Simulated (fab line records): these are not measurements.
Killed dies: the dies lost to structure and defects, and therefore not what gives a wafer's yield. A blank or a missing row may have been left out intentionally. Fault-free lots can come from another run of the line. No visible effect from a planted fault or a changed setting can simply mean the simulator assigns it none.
A lot that was struck, set against a sound lot | flow sky130 | 16 steps out of a route of 708
Sound: the wafers L894.1, L894.2, L894.4. Wafers struck: L900.3, L900.5. The cause is given at the end.
Order at every step that has rows: each side's tool, ch and its chambers, its first start. Under that, the readings that differ: sound wafers | struck wafers | difference of the means | sigmas: that difference in standard deviations of wafers without a fault.
alike: readings whose means differ by less than 2 such deviations, and words and numbers that are the same on both sides. not compared: withheld readings, readings that some wafer has no value for, bounds like >300 that may hide the same value, and numbers for which the record gives no deviation and whose values overlap.
Wherever a step has rows on one side only, a row that says differs or no value, or a row with sigmas, the two part there. When numbers do not overlap yet have no deviation, they are printed without sigmas and do not part them. Lack of a reading on every wafer of one side parts them only where that side has two or more wafers.

SKY_NWELL_RS_MEAS_29: the measuring method here is four-point-probe.
  sound: film_metro-02 at day 9 04:45; struck: film_metro-02 at day 10 11:56
  alike: NWELL_RS
SKY_NWELL_RS_MEAS_31: the measuring method here is four-point-probe.
  sound: film_metro-02 at day 9 04:59; struck: film_metro-02 at day 10 12:11
  alike: PWDE_RS
then, 7 steps without rows for these wafers: SKY_VT_ADJUST_HVTP_DEHYDRATE_00 (time 60 s); SKY_VT_ADJUST_HVTP_HMDS_01 (prime time 60 s); SKY_VT_ADJUST_HVTP_COAT_02 (resist thk 1140 nm); SKY_VT_ADJUST_HVTP_SOFTBAKE_03 (time 60 s); SKY_VT_ADJUST_HVTP_EXPOSE_04 (exposes mask HVTPM, target cd 380 nm); SKY_VT_ADJUST_HVTP_PEB_05; SKY_VT_ADJUST_HVTP_DEVELOP_06 (develop time 60 s).
SKY_VT_ADJUST_HVTP_CD_MEAS_07: the cd target is 380 nm.
  sound: cd_sem-02 at day 10 03:19; struck: cd_sem-01 at day 11 11:44
  alike: cd_nm
SKY_VT_ADJUST_HVTP_OVL_MEAS_08:
  sound: overlay-02 at day 10 03:26; struck: overlay-01 at day 11 11:50
  alike: VT_ADJUST_HVTP_OVL
SKY_VT_ADJUST_HVTP_IMPLANT_09:
  sound on implanter-03 ch 0, day 10 03:29; struck on implanter-04 ch 0, day 11 11:55
SKY_VT_ADJUST_HVTP_STRIP_10: strips in O2/N2.
  sound on plasma_asher-03 ch 0,1, day 10 03:38; struck on plasma_asher-01 ch 0,1, day 11 12:02
  alike: drypump_motor_current_A, oes_product_au, strip_time_to_endpoint_s
  not compared: rf_hours_counter_h
SKY_VT_ADJUST_HVTP_TW_MEAS_11:
  sound: film_metro-03 at day 10 03:44; struck: film_metro-03 at day 11 12:08
  reading           | sound          | struck    | difference | sigmas
  VT_ADJUST_HVTP_TW | 1379 1382 1371 | 1271 1275 | -104       | -10
then, 1 step without rows for these wafers: SKY_VT_ADJUST_LVTN_DEHYDRATE_00 (time 60 s).
-- the record jumps here: 39 days lie between the struck wafers' starts before and after (it left off in module VT_ADJUST_LVTN and takes up again in module PAD_OPEN, whose first step shown is number 708 of the route) --
SKY_PAD_OPEN_PROBE_99:
  sound: prober-02 at day 49 23:46; struck: prober-01 at day 50 11:11
  no value came back on the struck wafers for any of 8 readings (model.etest.tip_p.rs_ohm_sq, model.etest.tip_p.rs_ohm_sq_range and others); on the sound wafers model.etest.tip_p.rs_ohm_sq reads 6953 6910 6905
  alike: killed_at_M0_to_M3, killed_at_M4_up, killed_at_contacts, killed_at_front_end, killed_at_other, killed_dies, killed_open, killed_short

## WHERE THEY PART
Last at SKY_PAD_OPEN_PROBE_99 as far as this record goes, first at SKY_VT_ADJUST_HVTP_TW_MEAS_11.

WHY: what the simulator had put in
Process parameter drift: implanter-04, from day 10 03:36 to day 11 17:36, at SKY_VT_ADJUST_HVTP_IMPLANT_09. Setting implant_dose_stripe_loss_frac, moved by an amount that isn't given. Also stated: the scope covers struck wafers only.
